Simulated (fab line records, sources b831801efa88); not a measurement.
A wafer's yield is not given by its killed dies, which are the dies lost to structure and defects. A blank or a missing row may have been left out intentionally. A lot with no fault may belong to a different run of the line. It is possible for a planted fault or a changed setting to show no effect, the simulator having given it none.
fab line records	flow sky130
record lots=24	wafers=72	last_day=51
route steps=708 shown FIELD_ISO@18 LI_CONTACT@376 CONTACT@430 METAL2@503 CAPM@549 METAL4@634
lots untouched by any fault: they come from a run of this same line in which no faults occurred
start_h: hours from the record's opening day to when the first of the lot's shown wafers began	wait_h: hours elapsed since this lot's preceding step	" repeats the value in the row above	L1.1+2: one row covering several wafers at once	- no value present, or no start provided	* or withheld: withheld	< > ~ a bound
route shown NAME@n: NAME is a module with steps in the file, n the number in the route of the first one	usual: mean and standard deviation over wafers with no fault	same: alike in all rows	chamber/n: place in a boat	sites: per-site readings	_std_site: the standard deviation of these	_edge_site: outer sites' mean less inner sites'	radius_mm: for every site, how far away it sits from the centre of the wafer	mask NAME#n: copy n	behind: the most recent tool/chamber to have shaped the wafer	hold: reason for holding the lot/hours on hold/outcome of the hold	device: transistor that didn't switch, given as n, p or np	end of line: at the end of the route, the tests of the same wafers	a step given without rows: its recipe and nothing more	killed: at the first sort, the dies lost to defects and structure; wafer yield is something else	map: shows each die of a wafer: x if killed, . if not, _ if none is there
set.NAME: the setting the step ran with; set.NAME@STEP: the setting that earlier step ran with	model.NAME: the simulator's own value behind a step, which no gauge read
a sample of lots followed through the steps of the route, with each step as a table and each wafer as a row
services: a tool's chamber out of use, with start hour (start_h, from the record's first day; less than 0 if before it), hours out, and reason
## steps
# step SKY_FIELD_ISO_ETCH_17
# recipe target_depth_a=3420	mask_material=Si3N4	chemistry=HBr/Cl2/O2	target=Si	taper_deg=5	icp_w=600	bias_w=150	pressure_mtorr=15	HBr_flow_sccm=150	Cl2_flow_sccm=40	O2_flow_sccm=6	time_s=101
# usual drypump_motor_current_A=5.9/0.45	oes_product_au=0.996/0.0086	throttle_valve_pct=25.659/0.012
lot.wafer	tool	chamber	start_h	wait_h	drypump_motor_current_A	oes_product_au	rf_hours_counter_h	throttle_valve_pct
L074.2	rie_si-01	1	30.49	0.1	5.9	0.983	0	25.656
L074.4	"	2	"	"	6.6	1.010	162	25.642
L074.5	"	3	"	"	5.7	0.989	-	25.646
L075.1	rie_si-01	3	36.52	0.1	5.7	0.988	154	25.674
L075.3	"	0	"	"	6.1	0.994	137	25.646
L075.4	"	0	"	"	6.2	1.009	-	25.650
L076.1	rie_si-02	2	40.89	0.1	6.2	0.973	5	25.653
L076.4	"	1	"	"	5.0	1.010	122	25.634
L076.6	"	1	"	"	5.0	1.004	-	25.664
L077.1	rie_si-02	1	47.82	0.1	5.0	0.997	122	25.650
L077.2	"	3	"	"	5.4	0.993	39	25.667
L077.6	"	2	"	"	6.2	0.999	-	25.658
L078.1	rie_si-01	2	51.24	0.1	6.6	1.003	0	25.656
L078.4	"	0	"	"	6.1	1.005	137	25.654
L078.6	"	0	"	"	6.1	1.001	-	25.645
L079.4	rie_si-02	2	55.74	0.0	6.2	0.998	5	25.659
L079.5	"	3	"	"	5.4	0.990	-	25.673
L079.6	"	2	"	"	6.2	0.999	-	25.662
L080.3	rie_si-01	2	60.59	0.0	6.6	1.006	0	25.651
L080.5	"	0	"	"	6.1	1.002	-	25.657
L080.6	"	1	"	"	5.9	0.988	-	25.653
L081.3	rie_si-01	1	65.59	0.0	5.9	0.988	1	25.661
L081.4	"	2	"	"	6.5	0.993	-	25.651
L081.6	"	0	"	"	6.1	0.988	-	25.649
L082.1	rie_si-01	0	71.87	0.1	6.2	1.004	138	25.657
L082.2	"	1	"	"	5.9	0.988	1	25.632
L082.3	"	2	"	"	6.6	1.000	0	25.658
L083.2	rie_si-02	1	79.19	0.1	5.0	1.003	122	25.671
L083.3	"	2	"	"	6.2	1.003	5	25.667
L083.4	"	0	"	"	6.0	1.004	67	25.654
L084.2	rie_si-01	1	82.39	0.1	5.9	0.993	1	25.663
L084.3	"	3	"	"	5.8	1.002	0	25.657
L084.6	"	3	"	"	5.7	0.993	-	25.654
L085.1	rie_si-02	1	87.57	0.1	5.0	1.006	122	25.641
L085.2	"	3	"	"	5.4	0.989	40	25.661
L085.3	"	2	"	"	6.2	0.996	6	25.653
L086.2	rie_si-01	2	93.99	0.1	6.5	0.999	0	25.674
L086.4	"	0	"	"	6.1	1.004	138	25.654
L086.6	"	2	"	"	6.5	0.991	-	25.675
L087.1	rie_si-02	0	97.67	0.1	6.0	0.992	68	25.668
L087.2	"	3	"	"	5.5	1.001	40	25.683
L087.5	"	2	"	"	6.2	0.986	-	25.658
L088.3	rie_si-01	3	105.14	0.0	5.7	1.001	0	25.661
L088.5	"	3	"	"	5.8	1.008	-	25.658
L088.6	"	2	"	"	6.5	1.002	-	25.637
L089.2	rie_si-02	0	110.74	0.1	6.0	1.011	68	25.640
L089.3	"	3	"	"	5.4	0.998	40	25.675
L089.6	"	1	"	"	5.0	1.005	-	25.651
L090.2	rie_si-01	2	114.74	0.1	6.5	1.012	1	25.653
L090.4	"	0	"	"	6.1	1.005	138	25.645
L090.5	"	0	"	"	6.1	0.998	-	25.688
L091.1	rie_si-02	0	120.09	0.1	6.0	1.002	68	25.651
L091.2	"	2	"	"	6.2	0.989	6	25.672
L091.5	"	1	"	"	5.0	1.005	-	25.649
L092.3	rie_si-01	1	124.24	0.0	5.9	0.986	1	25.654
L092.4	"	3	"	"	5.8	0.995	0	25.656
L092.5	"	3	"	"	5.7	0.998	-	25.642
L093.1	rie_si-02	1	127.82	0.1	5.0	1.001	122	25.654
L093.3	"	0	"	"	6.0	1.001	68	25.659
L093.6	"	2	"	"	6.2	0.987	-	25.673
L094.1	rie_si-01	1	134.59	0.1	5.9	1.006	1	25.683
L094.2	"	3	"	"	5.7	1.007	1	25.632
L094.3	"	2	"	"	6.5	1.005	1	25.673
L095.1	rie_si-02	0	142.04	0.1	6.0	1.004	68	25.675
L095.4	"	3	"	"	5.4	0.978	40	25.671
L095.6	"	3	"	"	5.4	0.980	-	25.672
L096.3	rie_si-01	3	144.84	0.0	5.8	0.992	1	25.644
L096.5	"	3	"	"	5.7	1.000	-	25.653
L096.6	"	1	"	"	5.9	0.983	-	25.677
L097.2	rie_si-02	3	148.57	0.1	5.4	0.981	40	25.686
L097.3	"	2	"	"	6.2	0.982	6	25.663
L097.6	"	1	"	"	5.0	0.996	-	25.667
# step SKY_LI_CONTACT_ETCH_14
# recipe chemistry=N2/H2	target=BARC	ion_energy_ev=200	source_w=500	bias_w=100	pressure_mtorr=30	n2_flow_sccm=100	h2_flow_sccm=200	stop_on=SiO2	time_s=45.9	target_depth_a=600
# usual drypump_motor_current_A=5.7/0.42	oes_product_au=0.855/0.0048	throttle_valve_pct=13.224/0.0081
lot.wafer	tool	chamber	start_h	wait_h	drypump_motor_current_A	oes_product_au	rf_hours_counter_h	throttle_valve_pct
L074.2	rie_diel-02	2	694.37	0.0	5.7	0.861	4	13.227
L074.4	"	1	"	"	5.3	0.863	13	13.227
L074.5	"	0	"	"	5.6	0.847	-	13.226
L075.1	rie_diel-03	0	704.95	0.0	5.2	0.852	11	13.227
L075.3	"	1	"	"	5.8	0.851	19	13.221
L075.4	"	2	"	"	6.1	0.857	19	13.222
L076.1	rie_diel-03	0	708.16	0.0	5.2	0.859	11	13.223
L076.4	"	3	"	"	5.4	0.853	9	13.234
L076.6	"	3	"	"	5.4	0.851	-	13.220
L077.1	rie_diel-04	2	722.20	0.0	4.9	0.850	14	13.223
L077.2	"	0	"	"	6.2	0.858	9	13.227
L077.6	"	2	"	"	4.9	0.855	-	13.243
L078.1	rie_diel-03	1	732.20	0.0	5.8	0.855	20	13.224
L078.4	"	0	"	"	5.2	0.852	11	13.217
L078.6	"	0	"	"	5.2	0.859	-	13.226
L079.4	rie_diel-04	3	733.15	0.0	6.3	0.858	4	13.240
L079.5	"	2	"	"	4.9	0.857	-	13.219
L079.6	"	1	"	"	5.8	0.859	-	13.218
L080.3	rie_diel-03	1	739.97	0.0	5.8	0.859	20	13.232
L080.5	"	1	"	"	5.8	0.858	-	13.237
L080.6	"	0	"	"	5.2	0.853	-	13.236
L081.3	rie_diel-03	3	756.46	0.0	5.4	0.861	10	13.203
L081.4	"	1	"	"	5.8	0.861	20	13.214
L081.6	"	2	"	"	6.1	0.847	-	13.220
L082.1	rie_diel-03	1	762.70	0.0	5.8	0.847	20	13.216
L082.2	"	2	"	"	6.1	0.861	20	13.241
L082.3	"	3	"	"	5.4	0.858	10	13.235
L083.2	rie_diel-03	1	770.37	0.0	5.8	0.856	21	13.226
L083.3	"	0	"	"	5.2	0.854	13	13.230
L083.4	"	3	"	"	5.4	0.855	10	13.226
L084.2	rie_diel-03	1	774.67	0.0	5.8	0.861	21	13.218
L084.3	"	2	"	"	6.1	0.848	21	13.220
L084.6	"	1	"	"	5.8	0.853	-	13.221
L085.1	rie_diel-02	1	786.42	0.0	5.3	0.848	14	13.229
L085.2	"	0	"	"	5.6	0.848	17	13.228
L085.3	"	2	"	"	5.8	0.850	6	13.222
L086.2	rie_diel-04	2	786.77	0.0	4.8	0.847	16	13.223
L086.4	"	2	"	"	4.9	0.849	-	13.236
L086.6	"	3	"	"	6.3	0.865	-	13.236
L087.1	rie_diel-03	1	797.21	0.0	5.8	0.856	21	13.219
L087.2	"	3	"	"	5.4	0.852	11	13.210
L087.5	"	3	"	"	5.4	0.847	-	13.220
L088.3	rie_diel-02	2	807.96	0.0	5.7	0.867	6	13.223
L088.5	"	0	"	"	5.5	0.853	-	13.233
L088.6	"	1	"	"	5.2	0.854	-	13.226
L089.2	rie_diel-02	0	814.52	0.0	5.5	0.861	18	13.230
L089.3	"	3	"	"	5.9	0.855	2	13.214
L089.6	"	2	"	"	5.7	0.859	-	13.221
L090.2	rie_diel-04	3	828.25	0.0	6.3	0.859	7	13.223
L090.4	"	3	"	"	6.3	0.858	-	13.233
L090.5	"	2	"	"	4.9	0.861	-	13.217
L091.1	rie_diel-03	0	832.05	0.0	5.2	0.848	14	13.233
L091.2	"	2	"	"	6.1	0.853	22	13.223
L091.5	"	2	"	"	6.1	0.856	-	13.223
L092.3	rie_diel-03	2	834.11	0.0	6.1	0.848	22	13.224
L092.4	"	0	"	"	5.2	0.860	14	13.208
L092.5	"	1	"	"	5.8	0.855	-	13.228
L093.1	rie_diel-04	1	840.46	0.0	5.9	0.849	21	13.217
L093.3	"	2	"	"	4.9	0.853	18	13.227
L093.6	"	2	"	"	4.9	0.856	-	13.225
L094.1	rie_diel-04	0	849.97	0.0	6.3	0.859	13	13.233
L094.2	"	1	"	"	5.9	0.855	21	13.216
L094.3	"	3	"	"	6.3	0.857	7	13.230
L095.1	rie_diel-03	0	859.41	0.0	5.2	0.849	15	13.215
L095.4	"	2	"	"	6.1	0.857	-	13.221
L095.6	"	3	"	"	5.4	0.847	-	13.223
L096.3	rie_diel-02	0	860.95	0.0	5.6	0.851	19	13.233
L096.5	"	3	"	"	5.9	0.862	-	13.227
L096.6	"	0	"	"	5.5	0.859	-	13.216
L097.2	rie_diel-04	1	864.11	0.0	5.9	0.855	22	13.202
L097.3	"	2	"	"	4.8	0.848	19	13.231
L097.6	"	1	"	"	5.9	0.853	-	13.216
# step SKY_CONTACT_CVD_24
# recipe material=W	target_thk_nm=340	time_s=102.12	temp_c=400	pressure_torr=40
# usual heater_power_w=836/110
lot.wafer	tool	chamber	start_h	wait_h	heater_power_w
L074.2	cvd_w-02	0	755.24	0.0	865
L074.4	"	0	"	"	866
L074.5	"	0	"	"	850
L075.1	cvd_w-02	0	765.79	0.0	872
L075.3	"	1	"	"	884
L075.4	"	0	"	"	859
L076.1	cvd_w-01	1	768.95	0.0	937
L076.4	"	1	"	"	959
L076.6	"	1	"	"	950
L077.1	cvd_w-01	0	782.50	0.0	652
L077.2	"	1	"	"	937
L077.6	"	0	"	"	649
L078.1	cvd_w-01	1	791.45	0.0	950
L078.4	"	1	"	"	934
L078.6	"	1	"	"	936
L079.4	cvd_w-02	0	791.64	0.1	860
L079.5	"	1	"	"	908
L079.6	"	0	"	"	859
L080.3	cvd_w-01	0	798.84	0.1	653
L080.5	"	1	"	"	918
L080.6	"	0	"	"	656
L081.3	cvd_w-01	0	814.71	0.1	657
L081.4	"	1	"	"	939
L081.6	"	0	"	"	658
L082.1	cvd_w-02	0	820.24	0.0	863
L082.2	"	1	"	"	899
L082.3	"	1	"	"	894
L083.2	cvd_w-01	1	829.19	0.0	951
L083.3	"	0	"	"	644
L083.4	"	1	"	"	917
L084.2	cvd_w-01	0	833.64	0.0	644
L084.3	"	0	"	"	641
L084.6	"	0	"	"	643
L085.1	cvd_w-01	0	843.74	0.0	630
L085.2	"	1	"	"	921
L085.3	"	1	"	"	941
L086.2	cvd_w-02	1	844.74	0.0	907
L086.4	"	0	"	"	847
L086.6	"	0	"	"	892
L087.1	cvd_w-01	0	853.98	0.0	660
L087.2	"	1	"	"	928
L087.5	"	0	"	"	656
L088.3	cvd_w-01	0	865.58	0.1	646
L088.5	"	0	"	"	642
L088.6	"	1	"	"	940
L089.2	cvd_w-02	1	871.44	0.0	902
L089.3	"	0	"	"	851
L089.6	"	0	"	"	863
L090.2	cvd_w-02	0	885.63	0.1	858
L090.4	"	0	"	"	866
L090.5	"	0	"	"	884
L091.1	cvd_w-01	1	889.71	0.0	921
L091.2	"	0	"	"	647
L091.5	"	1	"	"	931
L092.3	cvd_w-01	1	891.33	0.1	948
L092.4	"	0	"	"	644
L092.5	"	0	"	"	643
L093.1	cvd_w-02	0	896.77	0.0	890
L093.3	"	0	"	"	851
L093.6	"	0	"	"	847
L094.1	cvd_w-02	1	906.28	0.0	897
L094.2	"	0	"	"	880
L094.3	"	1	"	"	864
L095.1	cvd_w-02	1	916.68	0.0	930
L095.4	"	0	"	"	863
L095.6	"	0	"	"	881
L096.3	cvd_w-02	0	917.39	0.1	869
L096.5	"	0	"	"	871
L096.6	"	1	"	"	896
L097.2	cvd_w-02	0	920.80	0.0	858
L097.3	"	1	"	"	896
L097.6	"	0	"	"	885
# step SKY_METAL2_STRIP_20
# recipe chemistry=O2/N2	power_w=1400	pressure_mtorr=1500	platen_temp_c=withheld	o2_flow_sccm=3000	n2_flow_sccm=300	overash_fraction=0.5
# usual drypump_motor_current_A=5.8/0.34	oes_product_au=0.343/0.005	strip_time_to_endpoint_s=2.72/0.038
lot.wafer	tool	chamber	start_h	wait_h	drypump_motor_current_A	oes_product_au	rf_hours_counter_h	strip_time_to_endpoint_s
L074.2	plasma_asher-02	1	840.99	0.1	6.1	0.335	106	2.67
L074.4	"	1	"	"	6.1	0.341	-	2.64
L074.5	"	1	"	"	6.1	0.339	-	2.66
L075.1	plasma_asher-04	1	852.21	0.1	6.3	0.346	11	2.76
L075.3	"	0	"	"	5.6	0.343	-	2.73
L075.4	"	1	"	"	6.2	0.336	-	2.76
L076.1	plasma_asher-02	0	854.41	0.1	5.6	0.337	107	2.65
L076.4	"	1	"	"	6.1	0.339	-	2.64
L076.6	"	0	"	"	5.6	0.339	-	2.60
L077.1	plasma_asher-04	0	867.14	0.1	5.6	0.352	13	2.73
L077.2	"	1	"	"	6.3	0.345	13	2.74
L077.6	"	1	"	"	6.3	0.343	-	2.71
L078.1	plasma_asher-04	1	875.51	0.1	6.3	0.342	14	2.68
L078.4	"	1	"	"	6.3	0.348	-	2.70
L078.6	"	0	"	"	5.6	0.345	-	2.69
L079.4	plasma_asher-02	0	876.66	0.1	5.6	0.342	-	2.65
L079.5	"	0	"	"	5.6	0.338	-	2.63
L079.6	"	1	"	"	6.1	0.345	-	2.67
L080.3	plasma_asher-01	1	882.94	0.1	5.8	0.339	-	2.71
L080.5	"	0	"	"	5.2	0.344	-	2.71
L080.6	"	1	"	"	5.7	0.343	-	2.75
L081.3	plasma_asher-04	1	899.17	0.1	6.2	0.337	-	2.75
L081.4	"	0	"	"	5.6	0.336	-	2.70
L081.6	"	1	"	"	6.3	0.346	-	2.75
L082.1	plasma_asher-02	1	904.34	0.1	6.1	0.348	112	2.75
L082.2	"	0	"	"	5.6	0.352	112	2.75
L082.3	"	0	"	"	5.6	0.342	-	2.77
L083.2	plasma_asher-02	1	913.44	0.1	6.0	0.336	113	2.73
L083.3	"	0	"	"	5.6	0.352	-	2.76
L083.4	"	1	"	"	6.1	0.340	-	2.70
L084.2	plasma_asher-02	1	918.51	0.1	6.1	0.348	114	2.75
L084.3	"	1	"	"	6.0	0.339	-	2.75
L084.6	"	0	"	"	5.6	0.343	-	2.74
L085.1	plasma_asher-04	1	926.71	0.1	6.3	0.346	19	2.72
L085.2	"	0	"	"	5.6	0.348	19	2.73
L085.3	"	0	"	"	5.6	0.355	-	2.74
L086.2	plasma_asher-02	0	928.94	0.1	5.7	0.342	115	2.78
L086.4	"	1	"	"	6.1	0.354	-	2.77
L086.6	"	1	"	"	6.1	0.344	-	2.78
L087.1	plasma_asher-02	1	936.21	0.1	6.1	0.340	115	2.71
L087.2	"	0	"	"	5.7	0.340	115	2.75
L087.5	"	1	"	"	6.1	0.343	-	2.71
L088.3	plasma_asher-02	1	948.39	0.1	6.1	0.340	-	2.72
L088.5	"	1	"	"	6.1	0.348	-	2.71
L088.6	"	0	"	"	5.7	0.338	-	2.70
L089.2	plasma_asher-02	0	953.36	0.1	5.6	0.337	117	2.68
L089.3	"	1	"	"	6.1	0.344	-	2.72
L089.6	"	0	"	"	5.6	0.340	-	2.72
L090.2	plasma_asher-01	0	966.46	0.1	5.2	0.343	50	2.71
L090.4	"	0	"	"	5.2	0.338	-	2.73
L090.5	"	1	"	"	5.7	0.348	-	2.71
L091.1	plasma_asher-01	0	971.44	0.1	5.2	0.342	51	2.71
L091.2	"	1	"	"	5.8	0.340	51	2.70
L091.5	"	1	"	"	5.8	0.336	-	2.72
L092.3	plasma_asher-04	0	971.83	0.1	5.6	0.350	-	2.71
L092.4	"	1	"	"	6.3	0.345	-	2.75
L092.5	"	1	"	"	6.2	0.342	-	2.75
L093.1	plasma_asher-04	1	977.79	0.1	6.3	0.353	24	2.79
L093.3	"	1	"	"	6.2	0.348	-	2.72
L093.6	"	1	"	"	6.2	0.338	-	2.73
L094.1	plasma_asher-04	1	985.54	0.1	6.3	0.335	25	2.76
L094.2	"	0	"	"	5.6	0.343	25	2.72
L094.3	"	0	"	"	5.6	0.346	-	2.71
L095.1	plasma_asher-01	1	994.04	0.1	5.8	0.346	53	2.69
L095.4	"	0	"	"	5.2	0.344	-	2.68
L095.6	"	0	"	"	5.2	0.346	-	2.70
L096.3	plasma_asher-01	0	995.64	0.1	5.1	0.337	-	2.78
L096.5	"	0	"	"	5.2	0.344	-	2.72
L096.6	"	1	"	"	5.8	0.338	-	2.72
L097.2	plasma_asher-01	0	999.54	0.1	5.2	0.354	53	2.81
L097.3	"	1	"	"	5.7	0.337	-	2.77
L097.6	"	0	"	"	5.2	0.338	-	2.72
# step SKY_CAPM_OVL_MEAS_12
# usual CAPM_OVL=0.5/1.4
lot.wafer	tool	chamber	start_h	wait_h	CAPM_OVL[nm]
L074.2	overlay-01	-	897.42	0.1	0.4
L074.4	"	-	"	"	-0.1
L074.5	"	-	"	"	0.1
L075.1	overlay-01	-	907.97	0.1	0.4
L075.3	"	-	"	"	-1.4
L075.4	"	-	"	"	-0.9
L076.1	overlay-02	-	908.87	0.1	1.9
L076.4	"	-	"	"	0.9
L076.6	"	-	"	"	-0.5
L077.1	overlay-01	-	923.52	0.1	-0.9
L077.2	"	-	"	"	0.5
L077.6	"	-	"	"	-0.9
L078.1	overlay-01	-	930.12	0.1	-0.8
L078.4	"	-	"	"	-1.6
L078.6	"	-	"	"	-1.6
L079.4	overlay-02	-	933.38	0.1	-1.9
L079.5	"	-	"	"	-1.0
L079.6	"	-	"	"	-3.4
L080.3	overlay-01	-	938.01	0.1	2.3
L080.5	"	-	"	"	0.9
L080.6	"	-	"	"	0.3
L081.3	overlay-01	-	951.98	0.1	-0.6
L081.4	"	-	"	"	-2.0
L081.6	"	-	"	"	0.0
L082.1	overlay-01	-	957.15	0.1	4.6
L082.2	"	-	"	"	2.0
L082.3	"	-	"	"	2.9
L083.2	overlay-01	-	965.17	0.1	0.4
L083.3	"	-	"	"	-0.4
L083.4	"	-	"	"	3.0
L084.2	overlay-01	-	972.09	0.1	2.1
L084.3	"	-	"	"	1.5
L084.6	"	-	"	"	1.5
L085.1	overlay-01	-	978.87	0.1	2.3
L085.2	"	-	"	"	1.1
L085.3	"	-	"	"	0.7
L086.2	overlay-01	-	980.42	0.1	0.3
L086.4	"	-	"	"	1.1
L086.6	"	-	"	"	0.3
L087.1	overlay-02	-	988.32	0.1	-1.3
L087.2	"	-	"	"	-0.9
L087.5	"	-	"	"	0.3
L088.3	overlay-02	-	1000.63	0.1	-0.4
L088.5	"	-	"	"	1.1
L088.6	"	-	"	"	1.2
L089.2	overlay-01	-	1005.42	0.1	0.9
L089.3	"	-	"	"	1.6
L089.6	"	-	"	"	1.4
L090.2	overlay-02	-	1016.62	0.1	0.5
L090.4	"	-	"	"	1.1
L090.5	"	-	"	"	-1.2
L091.1	overlay-02	-	1022.72	0.1	-1.5
L091.2	"	-	"	"	0.1
L091.5	"	-	"	"	-3.1
L092.3	overlay-01	-	1023.26	0.1	1.7
L092.4	"	-	"	"	2.0
L092.5	"	-	"	"	0.6
L093.1	overlay-02	-	1028.30	0.1	2.5
L093.3	"	-	"	"	3.0
L093.6	"	-	"	"	2.2
L094.1	overlay-01	-	1035.32	0.1	0.0
L094.2	"	-	"	"	-0.2
L094.3	"	-	"	"	-0.3
L095.1	overlay-01	-	1043.70	0.1	0.6
L095.4	"	-	"	"	1.3
L095.6	"	-	"	"	0.2
L096.3	overlay-02	-	1044.78	0.1	0.2
L096.5	"	-	"	"	0.8
L096.6	"	-	"	"	0.4
L097.2	overlay-02	-	1048.45	0.1	0.3
L097.3	"	-	"	"	1.5
L097.6	"	-	"	"	-0.5
# step SKY_METAL4_METAL_ETCH_18
# recipe target_depth_a=8450	stop_on=SiO2	over_etch_frac=0.3	time_s=183.1	chemistry=Cl2/BCl3	resist_sidewall_deg=88	pressure_mtorr=10	icp_w=900	bias_w=48.5	Cl2_flow_sccm=60	bcl3_flow_sccm=30
# usual drypump_motor_current_A=5.6/0.59	oes_product_au=0.865/0.0065	throttle_valve_pct=22.266/0.009
lot.wafer	tool	chamber	start_h	wait_h	drypump_motor_current_A	oes_product_au	rf_hours_counter_h	throttle_valve_pct
L074.2	rie_metal-03	1	1004.02	0.0	5.6	0.860	8	22.245
L074.4	"	1	"	"	5.6	0.869	-	22.283
L074.5	"	0	"	"	4.8	0.868	-	22.255
L076.1	rie_metal-02	1	1012.12	0.0	5.1	0.865	8	22.257
L076.4	"	0	"	"	5.8	0.863	-	22.268
L076.6	"	0	"	"	5.8	0.853	-	22.262
L075.1	rie_metal-02	1	1013.45	0.0	5.1	0.865	8	22.273
L075.3	"	1	"	"	5.1	0.859	-	22.272
L075.4	"	0	"	"	5.8	0.866	-	22.260
L077.1	rie_metal-03	0	1026.05	0.0	4.8	0.863	21	22.279
L077.2	"	1	"	"	5.6	0.867	9	22.263
L077.6	"	1	"	"	5.6	0.878	-	22.262
L078.1	rie_metal-03	0	1032.77	0.0	4.8	0.862	21	22.253
L078.4	"	0	"	"	4.8	0.871	-	22.267
L078.6	"	0	"	"	4.8	0.865	-	22.267
L079.4	rie_metal-02	1	1034.68	0.1	5.1	0.870	-	22.284
L079.5	"	1	"	"	5.1	0.867	-	22.260
L079.6	"	0	"	"	5.7	0.868	-	22.262
L080.3	rie_metal-01	0	1039.78	0.1	6.7	0.876	-	22.259
L080.5	"	1	"	"	6.1	0.847	-	22.263
L080.6	"	0	"	"	6.6	0.870	-	22.261
L081.3	rie_metal-01	0	1052.53	0.1	6.7	0.860	-	22.265
L081.4	"	1	"	"	6.1	0.856	-	22.251
L081.6	"	0	"	"	6.7	0.861	-	22.268
L082.1	rie_metal-02	0	1057.77	0.0	5.8	0.865	15	22.251
L082.2	"	1	"	"	5.1	0.859	11	22.265
L082.3	"	0	"	"	5.8	0.872	-	22.263
L083.2	rie_metal-03	0	1063.85	0.0	4.8	0.870	23	22.289
L083.3	"	1	"	"	5.6	0.871	-	22.259
L083.4	"	0	"	"	4.8	0.865	-	22.267
L084.2	rie_metal-01	0	1070.40	0.0	6.6	0.872	18	22.262
L084.3	"	1	"	"	6.1	0.868	-	22.258
L084.6	"	0	"	"	6.7	0.867	-	22.269
L085.1	rie_metal-03	1	1076.32	0.0	5.6	0.861	12	22.266
L085.2	"	0	"	"	4.8	0.859	24	22.270
L085.3	"	0	"	"	4.8	0.859	-	22.270
L086.2	rie_metal-02	0	1076.97	0.0	5.8	0.860	16	22.251
L086.4	"	1	"	"	5.1	0.870	-	22.261
L086.6	"	0	"	"	5.8	0.863	-	22.262
L087.1	rie_metal-01	1	1087.38	0.0	6.1	0.872	17	22.272
L087.2	"	0	"	"	6.7	0.868	20	22.271
L087.5	"	0	"	"	6.7	0.872	-	22.271
L088.3	rie_metal-03	1	1095.64	0.1	5.6	0.859	-	22.280
L088.5	"	1	"	"	5.6	0.868	-	22.251
L088.6	"	1	"	"	5.6	0.879	-	22.280
L089.2	rie_metal-01	1	1100.45	0.0	6.1	0.863	18	22.262
L089.3	"	1	"	"	6.1	0.858	-	22.284
L089.6	"	0	"	"	6.7	0.860	-	22.266
L090.2	rie_metal-03	0	1110.82	0.0	4.8	0.865	1	22.256
L090.4	"	1	"	"	5.7	0.869	-	22.272
L090.5	"	0	"	"	4.8	0.860	-	22.285
L091.1	rie_metal-03	0	1116.57	0.0	4.8	0.860	1	22.254
L091.2	"	1	"	"	5.6	0.859	16	22.253
L091.5	"	1	"	"	5.6	0.854	-	22.266
L092.3	rie_metal-02	1	1116.98	0.1	5.1	0.869	-	22.267
L092.4	"	0	"	"	5.8	0.857	-	22.258
L092.5	"	0	"	"	5.8	0.860	-	22.246
L093.1	rie_metal-02	0	1120.82	0.0	5.8	0.856	19	22.264
L093.3	"	1	"	"	5.1	0.857	-	22.278
L093.6	"	1	"	"	5.1	0.865	-	22.261
L094.1	rie_metal-01	0	1127.32	0.0	6.6	0.872	23	22.275
L094.2	"	1	"	"	6.1	0.872	20	22.259
L094.3	"	1	"	"	6.1	0.875	-	22.262
L095.1	rie_metal-03	1	1134.47	0.0	5.6	0.875	18	22.264
L095.4	"	1	"	"	5.6	0.872	-	22.258
L095.6	"	1	"	"	5.6	0.878	-	22.275
L096.3	rie_metal-03	1	1135.41	0.1	5.6	0.867	-	22.281
L096.5	"	0	"	"	4.8	0.872	-	22.264
L096.6	"	1	"	"	5.6	0.867	-	22.282
L097.2	rie_metal-03	0	1139.00	0.0	4.8	0.868	4	22.271
L097.3	"	1	"	"	5.6	0.871	-	22.267
L097.6	"	1	"	"	5.6	0.867	-	22.261
## services
tool	chamber	start_h	hours	kind
rie_diel-03	-	39.50	0.7	repair
cvd_w-01	-	57.52	2.8	pm
rie_si-01	0	97.13	9.7	repair
rie_diel-03	2	100.54	10.5	repair
rie_diel-03	0	129.60	4.4	repair
cvd_w-01	0	168.07	4.8	repair
rie_si-01	3	188.43	5.9	repair
rie_si-01	-	209.23	2.8	pm
rie_diel-03	1	220.91	16.4	repair
cvd_w-02	-	226.91	6.0	pm
rie_diel-03	0	248.58	5.7	repair
rie_si-01	-	256.96	10.0	pm
rie_diel-03	0	292.70	4.5	repair
rie_si-01	-	340.77	0.5	repair
cvd_w-02	-	390.00	14.0	pm
cvd_w-02	-	438.86	1.0	repair
rie_si-01	3	471.23	7.7	repair
rie_si-01	-	510.94	0.8	repair
rie_si-01	-	744.07	20.8	repair
rie_si-01	3	770.63	5.0	repair
rie_si-01	0	837.17	3.0	repair
rie_si-01	0	973.51	3.4	repair
rie_si-01	2	1100.13	6.3	repair
rie_si-01	0	1103.30	3.3	repair
## key
fault none
